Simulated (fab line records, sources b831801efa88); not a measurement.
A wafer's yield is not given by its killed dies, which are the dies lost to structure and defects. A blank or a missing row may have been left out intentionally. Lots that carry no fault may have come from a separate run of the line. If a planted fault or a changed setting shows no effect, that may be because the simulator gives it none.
fab line records    flow sfqLine
[record] lots = 15  wafers = 45  lastDay = 91
route steps=325 shown M6@256
lots with no fault: from the same line, run without faults
startH: hours from the record's first day to the start of the lot's first wafer shown    waitH: hours from the lot's prior step to this one    " repeats the value in the row above    L1.1+2: a single row standing in for several wafers    - either no value or no given start    * or withheld: withheld    < > ~ a bound
route shown NAME@n: NAME is a module with steps in the file, n the number in the route of the first one    usual: average and standard deviation across the fault-free wafers    same: alike in all rows    chamber/n: place in a boat    sites: readings site by site    _std_site: standard deviation across them    _edge_site: mean of outer sites minus mean of inner sites    radiusMm: how far each site lies from the wafer's centre    mask NAME#n: copy n    behind: the tool/chamber that last shaped the wafer    hold: reason for holding the lot/hours on hold/outcome of the hold    device: transistor that didn't switch, given as n, p or np    end of line: tests run on the same wafers once the route is complete    for a step that has no rows: nothing shown but its recipe    killed: not the wafer's yield, but the dies lost to structure and defects at the first sort    map: per-die view of a wafer (x killed, . not killed, _ where there is no die)
set.NAME: the setting that was run; set.NAME@STEP: the one run at that earlier step    model.NAME: the simulator's own value behind a step, which no gauge read
steps of the route over a sample of lots; a table a step, a row a wafer
[[steps]]
[step SFQ_TRILAYER_M6_LITHO_COAT_159]
[recipe] resist = KrF  spinRpm = 3000  resistThkNm = 600
[usual] spinSpeedRpm = 2999.9/1.9
lot.wafer  tool           chamber  startH   waitH  spinSpeedRpm
L116.1     lithoTrack-02  0        1599.69  0.2    3000.1
L116.4     "              0        "        "      2999.4
L116.6     "              0        "        "      3000.8
L119.3     lithoTrack-01  0        1617.79  0.2    3001.8
L119.4     "              0        "        "      3003.8
L119.6     "              0        "        "      3001.1
L120.2     lithoTrack-03  0        1619.06  0.2    2999.7
L120.4     "              0        "        "      3000.2
L120.6     "              0        "        "      3000.4
L121.3     lithoTrack-03  0        1624.04  0.2    3000.3
L121.4     "              0        "        "      3000.8
L121.6     "              0        "        "      2999.8
L122.1     lithoTrack-03  0        1635.75  0.2    2998.8
L122.2     "              0        "        "      2995.5
L122.6     "              0        "        "      2999.3
L123.2     lithoTrack-02  0        1660.01  0.2    3004.3
L123.3     "              0        "        "      3001.1
L123.5     "              0        "        "      3002.6
L125.2     lithoTrack-02  0        1688.08  0.2    2999.8
L125.4     "              0        "        "      3000.8
L125.6     "              0        "        "      3004.1
L129.2     lithoTrack-01  0        1700.49  0.2    3000.2
L129.3     "              0        "        "      3001.3
L129.5     "              0        "        "      2999.6
L130.3     lithoTrack-03  0        1703.96  0.2    4060.8
L130.4     "              0        "        "      4060.1
L130.6     "              0        "        "      4060.2
L132.1     lithoTrack-03  0        1717.06  0.2    4060.5
L132.2     "              0        "        "      4062.9
L132.4     "              0        "        "      4063.6
L133.2     lithoTrack-03  0        1729.11  0.2    4060.2
L133.3     "              0        "        "      4059.6
L133.4     "              0        "        "      4059.7
L134.2     lithoTrack-02  0        1736.44  0.2    2998.6
L134.4     "              0        "        "      2998.0
L134.6     "              0        "        "      3002.5
L135.2     lithoTrack-01  0        1742.44  0.2    2997.3
L135.3     "              0        "        "      2995.5
L135.4     "              0        "        "      2999.1
L136.1     lithoTrack-02  0        1745.99  0.2    3000.2
L136.5     "              0        "        "      2999.0
L136.6     "              0        "        "      3002.3
L137.2     lithoTrack-02  0        1749.89  0.2    2998.7
L137.3     "              0        "        "      3001.0
L137.5     "              0        "        "      3000.4
[[key]]
[firstSign] step = SFQ_TRILAYER_M6_LITHO_COAT_159  reading = spinSpeedRpm  direction = up  sigmas = 99+  usual = 2999.9  struck = 4060.8
effect none on later readings
metAt SFQ_TRILAYER_M6_LITHO_COAT_159
struckLots L130,L132,L133
onsetBetween 1635.75 1703.96
[fault] kind = processParameterDrift  tool = lithoTrack-03  chamber = -  onsetH = 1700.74  steps = SFQ_TRILAYER_M6_LITHO_COAT_159  channel = spinRpm  offset = 1061.3  shape = step  endH = 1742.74  actsIn = theseRecipesOnly  stated = 3000
